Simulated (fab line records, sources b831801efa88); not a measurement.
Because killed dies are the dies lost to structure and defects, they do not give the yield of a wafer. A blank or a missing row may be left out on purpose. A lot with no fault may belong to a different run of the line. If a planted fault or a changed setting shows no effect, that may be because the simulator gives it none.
Which tool did it? :: flow sky130 :: 35 wafers from 12 lots sampled at 5 of the route's 708 steps

WHAT EACH GAUGE READ, for each wafer
SKY_VIA3_CD_MEAS_12: target cd 200 nm.
lot: L540
measured: day 40 16:24
on: cd_sem-01
cd_nm (nm): 200.8 201.4 202.4

lot: L541
measured: day 41 05:11
on: cd_sem-02
cd_nm (nm): 198.9 199.0 199.4

lot: L545
measured: day 42 00:59
on: cd_sem-01
cd_nm (nm): 200.1 199.5 200.9

lot: L546
measured: day 42 14:07
on: cd_sem-02
cd_nm (nm): 196.9 198.5 197.6

lot: L548
measured: day 42 19:47
on: cd_sem-02
cd_nm (nm): 201.1 200.0

lot: L555
measured: day 44 22:31
on: cd_sem-02
cd_nm (nm): 197.8 197.6 198.4

lot: L556
measured: day 45 01:16
on: cd_sem-02
cd_nm (nm): 199.4 198.3 199.0

lot: L557
measured: day 45 11:52
on: cd_sem-01
cd_nm (nm): 197.6 199.4 200.2

lot: L558
measured: day 45 16:46
on: cd_sem-02
cd_nm (nm): 199.9 199.3 199.5

lot: L559
measured: day 46 00:41
on: cd_sem-02
cd_nm (nm): 199.9 200.2 200.5

lot: L561
measured: day 46 04:58
on: cd_sem-02
cd_nm (nm): 201.1 201.0 201.1

lot: L562
measured: day 46 12:38
on: cd_sem-02
cd_nm (nm): 198.5 201.3 199.8

SKY_VIA4_THK_MEAS_01.
lot: L540
measured: day 42 21:23
on: film_metro-03
VIA4_HDPCVD_THK (nm): 1746 1767 1761

lot: L541
measured: day 43 10:21
on: film_metro-04
VIA4_HDPCVD_THK (nm): 1756 1778 1780

lot: L545
measured: day 44 03:04
on: film_metro-01
VIA4_HDPCVD_THK (nm): 2215 1785 1776

lot: L546
measured: day 44 16:24
on: film_metro-01
VIA4_HDPCVD_THK (nm): 2215 1755 1761

lot: L548
measured: day 44 22:10
on: film_metro-04
VIA4_HDPCVD_THK (nm): 2214 1764

lot: L555
measured: day 46 21:01
on: film_metro-03
VIA4_HDPCVD_THK (nm): 1763 1731 1763

lot: L556
measured: day 46 23:58
on: film_metro-04
VIA4_HDPCVD_THK (nm): 1738 1720 1774

lot: L557
measured: day 47 10:50
on: film_metro-01
VIA4_HDPCVD_THK (nm): 1807 1760 1785

lot: L558
measured: day 47 15:13
on: film_metro-04
VIA4_HDPCVD_THK (nm): 1761 1775 1772

lot: L559
measured: day 47 23:12
on: film_metro-04
VIA4_HDPCVD_THK (nm): 1729 1749 1723

lot: L561
measured: day 48 01:51
on: film_metro-01
VIA4_HDPCVD_THK (nm): 1745 1745 1749

lot: L562
measured: day 48 10:08
on: film_metro-03
VIA4_HDPCVD_THK (nm): 1740 1766 1775

EACH LOT AND THE TOOL THAT RAN IT (in order: tool; ch and the chambers of the sampled wafers; start)
lot: L540
SKY_METAL4_SPUTTER_04: pvd_sputter-01, day 40 18:02
SKY_METAL4_ETCH_17: rie_diel-04 ch 1,2,3, day 42 20:24
SKY_VIA4_HDPCVD_00: hdpcvd-02 ch 0,2, day 42 21:11

lot: L541
SKY_METAL4_SPUTTER_04: pvd_sputter-04, day 41 06:48
SKY_METAL4_ETCH_17: rie_diel-03 ch 0,2, day 43 09:16
SKY_VIA4_HDPCVD_00: hdpcvd-02 ch 0,1, day 43 10:05

lot: L545
SKY_METAL4_SPUTTER_04: pvd_sputter-04, day 42 02:36
SKY_METAL4_ETCH_17: rie_diel-04 ch 0,1,2, day 44 02:06
SKY_VIA4_HDPCVD_00: hdpcvd-02 ch 0,1,2, day 44 02:53

lot: L546
SKY_METAL4_SPUTTER_04: pvd_sputter-04, day 42 15:44
SKY_METAL4_ETCH_17: rie_diel-04 ch 0,1,3, day 44 15:26
SKY_VIA4_HDPCVD_00: hdpcvd-02 ch 0,1,2, day 44 16:13

lot: L548
SKY_METAL4_SPUTTER_04: pvd_sputter-04, day 42 21:25
SKY_METAL4_ETCH_17: rie_diel-04 ch 1,3, day 44 21:08
SKY_VIA4_HDPCVD_00: hdpcvd-02 ch 0,1, day 44 21:59

lot: L555
SKY_METAL4_SPUTTER_04: pvd_sputter-01, day 45 00:06
SKY_METAL4_ETCH_17: rie_diel-04 ch 1,2, day 46 20:02
SKY_VIA4_HDPCVD_00: hdpcvd-01 ch 0,1, day 46 20:49

lot: L556
SKY_METAL4_SPUTTER_04: pvd_sputter-04, day 45 02:52
SKY_METAL4_ETCH_17: rie_diel-02 ch 0,1,2, day 46 22:59
SKY_VIA4_HDPCVD_00: hdpcvd-01 ch 0,1,2, day 46 23:46

lot: L557
SKY_METAL4_SPUTTER_04: pvd_sputter-03, day 45 13:26
SKY_METAL4_ETCH_17: rie_diel-02 ch 2,3, day 47 09:41
SKY_VIA4_HDPCVD_00: hdpcvd-01 ch 0,1, day 47 10:38

lot: L558
SKY_METAL4_SPUTTER_04: pvd_sputter-01, day 45 18:21
SKY_METAL4_ETCH_17: rie_diel-02 ch 1,2,3, day 47 14:08
SKY_VIA4_HDPCVD_00: hdpcvd-02 ch 0,1, day 47 15:02

lot: L559
SKY_METAL4_SPUTTER_04: pvd_sputter-03, day 46 02:15
SKY_METAL4_ETCH_17: rie_diel-03 ch 0,2,3, day 47 22:01
SKY_VIA4_HDPCVD_00: hdpcvd-02 ch 0,1,2, day 47 23:05

lot: L561
SKY_METAL4_SPUTTER_04: pvd_sputter-01, day 46 06:35
SKY_METAL4_ETCH_17: rie_diel-04 ch 0,2,3, day 48 00:53
SKY_VIA4_HDPCVD_00: hdpcvd-02 ch 0,1,2, day 48 01:40

lot: L562
SKY_METAL4_SPUTTER_04: pvd_sputter-04, day 46 14:17
SKY_METAL4_ETCH_17: rie_diel-04 ch 0,1,3, day 48 09:09
SKY_VIA4_HDPCVD_00: hdpcvd-01 ch 0,1, day 48 09:57
- SKY_METAL4_SPUTTER_04: material TiN, target thk 70 nm, time 58.3 s.
- SKY_METAL4_ETCH_17: etches SiO2 in C4F8/O2/Ar, stops on TiN, time 3.9 s, target depth 15 nm.
- SKY_VIA4_HDPCVD_00: deposits SiO2, target thk 1750 nm, time 291.7 s.

WHAT THE TOOLS THEMSELVES READ (means of the sampled wafers that have a number; where no wafer has one, the mark that the record gives instead)
SKY_METAL4_SPUTTER_04.
lot: L540
tool: pvd_sputter-01
cathode_dc_power_W (W): 6501.4
throttle_valve_pct (%): 31.6

lot: L541
tool: pvd_sputter-04
cathode_dc_power_W (W): 6500.0
throttle_valve_pct (%): 29.7

lot: L545
tool: pvd_sputter-04
cathode_dc_power_W (W): 6500.4
throttle_valve_pct (%): 28.2

lot: L546
tool: pvd_sputter-04
cathode_dc_power_W (W): 6500.5
throttle_valve_pct (%): 29.1

lot: L548
tool: pvd_sputter-04
cathode_dc_power_W (W): 6499.9
throttle_valve_pct (%): 29.4

lot: L555
tool: pvd_sputter-01
cathode_dc_power_W (W): 6499.1
throttle_valve_pct (%): 31.6

lot: L556
tool: pvd_sputter-04
cathode_dc_power_W (W): 6499.0
throttle_valve_pct (%): 29.7

lot: L557
tool: pvd_sputter-03
cathode_dc_power_W (W): 6499.3
throttle_valve_pct (%): 29.3

lot: L558
tool: pvd_sputter-01
cathode_dc_power_W (W): 6499.8
throttle_valve_pct (%): 31.4

lot: L559
tool: pvd_sputter-03
cathode_dc_power_W (W): 6500.2
throttle_valve_pct (%): 30.0

lot: L561
tool: pvd_sputter-01
cathode_dc_power_W (W): 6500.6
throttle_valve_pct (%): 31.7

lot: L562
tool: pvd_sputter-04
cathode_dc_power_W (W): 6500.4
throttle_valve_pct (%): 28.5

SKY_METAL4_ETCH_17.
lot: L540
tool: rie_diel-04
chamber_pressure_mTorr (mTorr): 39.98
oes_product_au (a.u.): 0.757
rf_fwd_power_W (W): 1470

lot: L541
tool: rie_diel-03
chamber_pressure_mTorr (mTorr): 40.01
oes_product_au (a.u.): 0.744
rf_fwd_power_W (W): 1472

lot: L545
tool: rie_diel-04
chamber_pressure_mTorr (mTorr): 40.03
oes_product_au (a.u.): 0.749
rf_fwd_power_W (W): 1476

lot: L546
tool: rie_diel-04
chamber_pressure_mTorr (mTorr): 40.02
oes_product_au (a.u.): 0.750
rf_fwd_power_W (W): 1468

lot: L548
tool: rie_diel-04
chamber_pressure_mTorr (mTorr): 39.99
oes_product_au (a.u.): 0.760
rf_fwd_power_W (W): 1472

lot: L555
tool: rie_diel-04
chamber_pressure_mTorr (mTorr): 40.01
oes_product_au (a.u.): 0.759
rf_fwd_power_W (W): 1473

lot: L556
tool: rie_diel-02
chamber_pressure_mTorr (mTorr): 40.00
oes_product_au (a.u.): 0.753
rf_fwd_power_W (W): 1475

lot: L557
tool: rie_diel-02
chamber_pressure_mTorr (mTorr): 40.02
oes_product_au (a.u.): 0.762
rf_fwd_power_W (W): 1476

lot: L558
tool: rie_diel-02
chamber_pressure_mTorr (mTorr): 39.96
oes_product_au (a.u.): 0.757
rf_fwd_power_W (W): 1476

lot: L559
tool: rie_diel-03
chamber_pressure_mTorr (mTorr): 39.97
oes_product_au (a.u.): 0.753
rf_fwd_power_W (W): 1466

lot: L561
tool: rie_diel-04
chamber_pressure_mTorr (mTorr): 40.01
oes_product_au (a.u.): 0.765
rf_fwd_power_W (W): 1478

lot: L562
tool: rie_diel-04
chamber_pressure_mTorr (mTorr): 40.01
oes_product_au (a.u.): 0.751
rf_fwd_power_W (W): 1464

SKY_VIA4_HDPCVD_00.
lot: L540
tool: hdpcvd-02
run_length_s (s): 318.7

lot: L541
tool: hdpcvd-02
run_length_s (s): 319.2

lot: L545
tool: hdpcvd-02
run_length_s (s): 343.6

lot: L546
tool: hdpcvd-02
run_length_s (s): 343.7

lot: L548
tool: hdpcvd-02
run_length_s (s): 355.8

lot: L555
tool: hdpcvd-01
run_length_s (s): 320.0

lot: L556
tool: hdpcvd-01
run_length_s (s): 319.6

lot: L557
tool: hdpcvd-01
run_length_s (s): 319.9

lot: L558
tool: hdpcvd-02
run_length_s (s): 319.0

lot: L559
tool: hdpcvd-02
run_length_s (s): 319.2

lot: L561
tool: hdpcvd-02
run_length_s (s): 319.4

lot: L562
tool: hdpcvd-01
run_length_s (s): 319.9

THE ANSWER, worked out from the rows above alone
Rule: the usual values come from the lots themselves. Put in order of their means at a reading, lots are off if they are a third of the lots or fewer, leave a main group of 4 or more, and stand apart from it by a gap of 3 or more times the standard deviation of the main group's means; of several such gaps the widest counts. A main group whose means are all the same, to the digits that the tables above print for the reading, isn't used. Also off: a lot with no number at a reading for which 4 or more lots have one. Any other lot the step has rows for is counted as sound. The gauges are gone through in route order, then the tools' own readings, and for those a lot's mean is taken as printed above. The first step at which some lot is off is used, and at that step the reading that is off furthest; a lot without a number counts as furthest.
Off: L545, L546, L548, seen at SKY_VIA4_THK_MEAS_01 (VIA4_HDPCVD_THK). Mean 1758 nm and standard deviation 15 in the main group.
A tool fits if, at a process step before that reading, it ran every lot that is off, and no sound lot after the first of them. Not tried: the gauges at SKY_VIA4_THK_MEAS_01; whatever is off there is also off at SKY_VIA4_HDPCVD_00, on other tools, and gauge error can't account for it. Not one of the candidates tried fits.

WHAT THE SIMULATOR HAD INSERTED
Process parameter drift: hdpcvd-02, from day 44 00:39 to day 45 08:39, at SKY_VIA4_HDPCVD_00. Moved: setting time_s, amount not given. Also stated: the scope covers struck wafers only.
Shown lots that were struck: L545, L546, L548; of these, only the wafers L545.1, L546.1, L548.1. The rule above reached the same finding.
